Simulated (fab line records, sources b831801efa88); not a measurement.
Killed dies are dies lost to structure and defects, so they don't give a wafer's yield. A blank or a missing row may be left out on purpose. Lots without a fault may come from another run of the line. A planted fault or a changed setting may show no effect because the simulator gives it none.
fab line records | flow sky130 | part 2 of 2: steps 24 to 32 of 32
record lots=5 wafers=15 last_day=50
route steps=708 shown VIA4@652 METAL5@661 PASSIVATION@681
lots that met no fault: from a run of the same line without faults
start_h: hours from the record's first day to the start of the lot's first wafer shown | wait_h: hours since the lot's step before | " the same as in the row above | L1.1+2: a row that stands for several wafers | - no value, or no start given | * or withheld: withheld | < > ~ a bound
route shown NAME@n: a module of which the file shows steps, and the number in the route of the first | usual: mean/standard deviation of fault-free wafers | same: alike in all rows | chamber/n: place in a boat | sites: the reading at each site | _std_site: their standard deviation | _edge_site: outer sites' mean less inner sites' | radius_mm: how far each site lies from the wafer's centre | mask NAME#n: copy n | behind: the tool/chamber that last shaped the wafer | hold: why the lot was held/for how many hours/how that ended | device: the transistor (n, p or np) that didn't switch | end of line: the same wafers' tests at the end of the route | a step without rows: its recipe alone | killed: dies lost to structure and defects at the first sort, not the wafer's yield | map: a wafer's dies, x killed, . not, _ none there
set.NAME: the setting as run; set.NAME@STEP: as run at that earlier step | model.NAME: the simulator's own value behind a step, which no gauge read
lots at some steps of the route; a table a step, a row a wafer
services: from which hour (start_h, from the record's first day; less than 0 if before it) a tool's chamber was out of use, for how many hours, and why
## steps
# step SKY_METAL5_DESCUM_14
# recipe chemistry=O2 source_power_w=150 bias_power_w=0 pressure_mtorr=10 temp_c=40 time_s=11
# usual drypump_motor_current_A=5.8/0.52 oes_product_au=1.003/0.0078 temp_c=39.99/0.13
# same time_s=11
# columns lot.wafer tool chamber start_h wait_h drypump_motor_current_A oes_product_au rf_hours_counter_h temp_c
L075.2 rie_metal-01 0 1028.21 0.1 4.9 1.009 18 40.08
L075.3 " 1 " " 5.4 1.009 - 39.93
L075.6 " 1 " " 5.4 1.008 - 40.04
L080.1 rie_metal-01 0 1071.86 0.1 4.9 1.016 21 39.91
L080.2 " 0 " " 4.9 1.006 - 39.97
L080.4 " 0 " " 4.9 1.007 - 39.92
L087.2 rie_metal-02 0 1108.15 0.1 6.2 1.008 24 40.12
L087.3 " 0 " " 6.2 0.994 - 40.06
L087.6 " 1 " " 5.8 1.006 - 39.97
L091.3 rie_metal-01 0 1127.63 0.1 4.9 1.009 - 39.98
L091.5 " 0 " " 4.9 0.992 - 40.09
L091.6 " 1 " " 5.3 0.997 - 40.02
L096.1 rie_metal-02 0 1156.57 0.1 6.2 0.986 29 39.98
L096.5 " 1 " " 5.8 0.995 - 40.27
L096.6 " 0 " " 6.2 0.997 - 39.98
# step SKY_METAL5_METAL_ETCH_15
# recipe target_depth_a=12600 stop_on=SiO2 over_etch_frac=0.2 time_s=252 chemistry=Cl2/BCl3 resist_sidewall_deg=86 pressure_mtorr=10 icp_w=900 bias_w=48.5 Cl2_flow_sccm=60 bcl3_flow_sccm=30
# usual bcl3_flow_sccm=30.01/0.1 drypump_motor_current_A=5.8/0.52 oes_product_au=0.894/0.0054 throttle_valve_pct=22.264/0.009
# same time_s=252
# columns lot.wafer tool chamber start_h wait_h bcl3_flow_sccm drypump_motor_current_A oes_product_au rf_hours_counter_h throttle_valve_pct
L075.2 rie_metal-01 0 1028.25 0.0 29.98 4.9 0.886 18 22.271
L075.3 " 1 " " 29.90 5.3 0.887 - 22.259
L075.6 " 1 " " 29.93 5.4 0.898 - 22.262
L080.1 rie_metal-01 0 1071.93 0.1 30.22 4.9 0.892 21 22.274
L080.2 " 0 " " 30.15 4.9 0.894 - 22.259
L080.4 " 0 " " 30.00 4.9 0.898 - 22.265
L087.2 rie_metal-02 0 1108.18 0.0 30.08 6.2 0.887 24 22.271
L087.3 " 0 " " 30.03 6.2 0.899 - 22.251
L087.6 " 1 " " 30.03 5.8 0.899 - 22.275
L091.3 rie_metal-01 0 1127.73 0.1 30.18 4.9 0.901 - 22.265
L091.5 " 0 " " 30.16 4.9 0.897 - 22.259
L091.6 " 1 " " 29.85 5.3 0.893 - 22.275
L096.1 rie_metal-02 0 1156.60 0.0 30.00 6.2 0.902 29 22.267
L096.5 " 1 " " 30.18 5.7 0.905 - 22.265
L096.6 " 0 " " 29.95 6.2 0.894 - 22.260
# step SKY_METAL5_STRIP_16
# recipe chemistry=O2/N2 power_w=1400 pressure_mtorr=1500 platen_temp_c=withheld o2_flow_sccm=3000 n2_flow_sccm=300 overash_fraction=0.5
# usual drypump_motor_current_A=5.5/0.52 oes_product_au=0.710/0.0044 strip_time_to_endpoint_s=13.01/0.088
# columns lot.wafer tool chamber start_h wait_h drypump_motor_current_A oes_product_au rf_hours_counter_h strip_time_to_endpoint_s
L075.2 plasma_asher-03 0 1028.48 0.2 5.7 0.706 92 12.93
L075.3 " 0 " " 5.7 0.712 - 12.90
L075.6 " 1 " " 4.7 0.705 - 13.10
L080.1 plasma_asher-03 1 1072.40 0.4 4.6 0.708 97 13.05
L080.2 " 0 " " 5.7 0.714 97 13.05
L080.4 " 0 " " 5.7 0.715 - 12.98
L087.2 plasma_asher-01 1 1108.42 0.2 5.5 0.708 65 12.98
L087.3 " 1 " " 5.5 0.715 - 12.99
L087.6 " 1 " " 5.5 0.702 - 13.01
L091.3 plasma_asher-03 1 1127.92 0.1 4.7 0.714 - 12.98
L091.5 " 1 " " 4.7 0.708 - 13.04
L091.6 " 0 " " 5.7 0.704 - 12.94
L096.1 plasma_asher-03 0 1156.83 0.2 5.7 0.711 105 13.09
L096.5 " 1 " " 4.7 0.711 - 13.17
L096.6 " 0 " " 5.7 0.709 - 13.16
# step SKY_METAL5_STRIP_17
# recipe chemistry=post_etch_residue_remover time_s=1200 temp_c=72.5
# usual bath_heat_duty_pct=13.8/2 temp_c=72.48/0.11
# same time_s=1200
# columns lot.wafer tool chamber start_h wait_h bath_heat_duty_pct temp_c
L075.2 wet_bench-04 3 1028.58 0.1 17.3 72.57
L075.3 " 3 " " 15.3 72.50
L075.6 " 3 " " 16.7 72.59
L080.1 wet_bench-03 0 1072.50 0.1 12.6 72.61
L080.2 " 0 " " 12.7 72.70
L080.4 " 0 " " 13.4 72.65
L087.2 wet_bench-02 0 1108.52 0.1 13.6 72.46
L087.3 " 0 " " 13.5 72.51
L087.6 " 0 " " 12.1 72.64
L091.3 wet_bench-03 2 1127.98 0.0 16.2 72.42
L091.5 " 2 " " 17.4 72.29
L091.6 " 2 " " 16.7 72.28
L096.1 wet_bench-03 0 1156.93 0.1 12.1 72.56
L096.5 " 0 " " 12.3 72.65
L096.6 " 0 " " 12.6 72.78
# step SKY_METAL5_CLEAN_18
# recipe chemistry=IPA time_s=180 temp_c=25
# usual bath_heat_duty_pct=6.5/0.9 temp_c=24.99/0.11
# same time_s=180
# columns lot.wafer tool chamber start_h wait_h bath_heat_duty_pct temp_c
L075.2 wet_bench-02 0 1028.93 0.0 5.6 24.95
L075.3 " 0 " " 6.5 24.86
L075.6 " 0 " " 5.8 25.07
L080.1 wet_bench-04 1 1072.84 0.0 6.6 24.97
L080.2 " 1 " " 7.4 25.06
L080.4 " 1 " " 6.8 24.82
L087.2 wet_bench-04 3 1109.26 0.0 7.9 25.03
L087.3 " 3 " " 8.4 25.10
L087.6 " 3 " " 7.6 24.97
L091.3 wet_bench-03 3 1128.36 0.0 6.5 25.03
L091.5 " 3 " " 6.2 24.95
L091.6 " 3 " " 5.1 24.93
L096.1 wet_bench-02 0 1157.28 0.0 6.6 24.97
L096.5 " 0 " " 5.2 25.10
L096.6 " 0 " " 5.9 25.17
# step SKY_METAL5_CLEAN_19
# recipe chemistry=O3/DIW dry=n2_spin
# columns lot.wafer tool chamber start_h wait_h
L075.2+3+6 wet_bench-03 0 1029.02 0.0
L080.1+2+4 wet_bench-02 3 1072.90 0.0
L087.2+3+6 wet_bench-03 0 1109.33 0.0
L091.3+5+6 wet_bench-03 3 1128.42 0.0
L096.1+5+6 wet_bench-04 1 1157.33 0.0
# step SKY_PASSIVATION_CVD_00
# recipe material=SiO2 target_thk_nm=90 temp_c=400 time_s=withheld rf_w=600
# usual heater_power_w=664/93
# columns lot.wafer tool chamber start_h wait_h heater_power_w
L075.2 pecvd-03 2 1029.22 0.0 563
L075.3 " 1 " " 773
L075.6 " 1 " " 784
L080.1 pecvd-03 2 1073.00 0.0 543
L080.2 " 0 " " 573
L080.4 " 1 " " 786
L087.2 pecvd-03 2 1109.43 0.0 457
L087.3 " 0 " " 610
L087.6 " 2 " " 473
L091.3 pecvd-03 2 1128.52 0.0 579
L091.5 " 1 " " 749
L091.6 " 2 " " 574
L096.1 pecvd-04 2 1157.43 0.0 729
L096.5 " 0 " " 615
L096.6 " 1 " " 719
# step SKY_PASSIVATION_THK_MEAS_01
# recipe reads=SiO2_of_PASSIVATION_CVD_00
# usual PASSIVATION_CVD_00_THK=89.8/1.1
# columns lot.wafer tool chamber start_h wait_h PASSIVATION_CVD_00_THK[nm]
L075.2 film_metro-04 - 1029.25 - 90.0
L075.3 " - " " 88.4
L075.6 " - " " 90.4
L080.1 film_metro-04 - 1073.02 - 88.6
L080.2 " - " " 89.0
L080.4 " - " " 90.3
L087.2 film_metro-04 - 1109.46 - 89.1
L087.3 " - " " 89.1
L087.6 " - " " 91.5
L091.3 film_metro-02 - 1128.56 - 88.3
L091.5 " - " " 90.2
L091.6 " - " " 89.8
L096.1 film_metro-02 - 1157.45 - 88.5
L096.5 " - " " 91.9
L096.6 " - " " 91.3
# step SKY_PASSIVATION_CVD_02
# recipe material=Si3N4 target_thk_nm=540 temp_c=400 time_s=withheld rf_w=450
# usual heater_power_w=697/91
# columns lot.wafer tool chamber start_h wait_h heater_power_w
L075.2 pecvd-04 0 1029.30 0.0 650
L075.3 " 1 " " 682
L075.6 " 2 " " 819
L080.1 pecvd-04 1 1073.08 0.1 702
L080.2 " 2 " " 866
L080.4 " 2 " " 724
L087.2 pecvd-01 0 1109.51 0.0 647
L087.3 " 1 " " 735
L087.6 " 1 " " 601
L091.3 pecvd-04 2 1128.60 0.0 805
L091.5 " 0 " " 613
L091.6 " 1 " " 750
L096.1 pecvd-03 0 1157.51 0.1 630
L096.5 " 2 " " 490
L096.6 " 0 " " 671
## services
# columns tool chamber start_h hours kind
plasma_asher-04 - 989.67 2.8 repair
cmp-02 - 992.66 11.0 pm
pvd_sputter-04 - 1001.08 3.2 repair
wet_bench-02 - 1010.45 1.2 repair
cmp-02 - 1013.85 0.6 repair
cvd_w-01 0 1014.71 5.1 repair
cmp-01 - 1016.67 0.7 repair
plasma_asher-04 - 1027.38 3.0 repair
cmp-01 - 1035.62 0.4 repair
plasma_asher-01 - 1037.59 4.2 repair
plasma_asher-04 - 1055.25 9.0 pm
cmp-01 - 1055.95 1.0 repair
cmp-01 - 1060.53 0.9 repair
iline_stepper-02 - 1061.84 1.7 pm
iline_stepper-01 - 1068.99 1.7 pm
iline_stepper-01 - 1074.54 1.2 repair
iline_stepper-02 - 1077.22 4.2 repair
pvd_sputter-01 - 1097.83 2.6 repair
cmp-01 - 1105.02 0.9 repair
rie_metal-01 - 1126.16 1.0 repair
pecvd-03 - 1137.42 0.5 repair
iline_stepper-01 - 1141.13 4.4 pm
rie_metal-02 1 1149.17 1.5 repair
cvd_w-01 - 1153.89 4.9 repair
